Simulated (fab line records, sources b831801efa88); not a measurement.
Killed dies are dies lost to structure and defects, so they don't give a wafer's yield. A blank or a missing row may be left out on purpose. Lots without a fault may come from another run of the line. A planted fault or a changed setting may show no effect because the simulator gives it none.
Which tool did it? | flow sky130 | 6 lots, 18 wafers sampled, at 1 step of a route of 708

WHAT THE GAUGES READ, wafer by wafer
SKY_FIELD_ISO_CD_MEAS_13: target cd 150 nm.
lot  | measured    | on        | cd_nm (nm)
L377 | day 2 14:27 | cd_sem-01 | 152.3 150.7 152.4
L380 | day 3 06:14 | cd_sem-02 | 152.3 152.5 152.7
L384 | day 4 02:47 | cd_sem-02 | 149.9 151.9 149.5
L394 | day 6 09:26 | cd_sem-02 | 150.3 148.9 150.5
L396 | day 6 19:20 | cd_sem-01 | 149.8 149.3 149.0
L398 | day 7 04:00 | cd_sem-01 | 151.0 151.7 152.9

WHICH TOOL RAN EACH LOT (tool, then ch and the chambers of the sampled wafers, then the start)
The record holds no process step before these readings.

THE ANSWER, worked out from the rows above alone
Rule: what is usual is taken from the lots themselves. Put in order of their means at a reading, lots are off if they are a third of the lots or fewer, leave a main group of 4 or more, and stand apart from it by a gap of 3 or more times the standard deviation of the main group's means; of several such gaps the widest counts. A main group whose means are all the same, to the digits that the tables above print for the reading, isn't used. A lot without any number at a reading at which 4 lots or more have one is off too. The other lots that the step has rows for count as sound.
No lot is off at any reading shown: from this, nothing can be told.

WHAT THE SIMULATOR HAD PUT IN
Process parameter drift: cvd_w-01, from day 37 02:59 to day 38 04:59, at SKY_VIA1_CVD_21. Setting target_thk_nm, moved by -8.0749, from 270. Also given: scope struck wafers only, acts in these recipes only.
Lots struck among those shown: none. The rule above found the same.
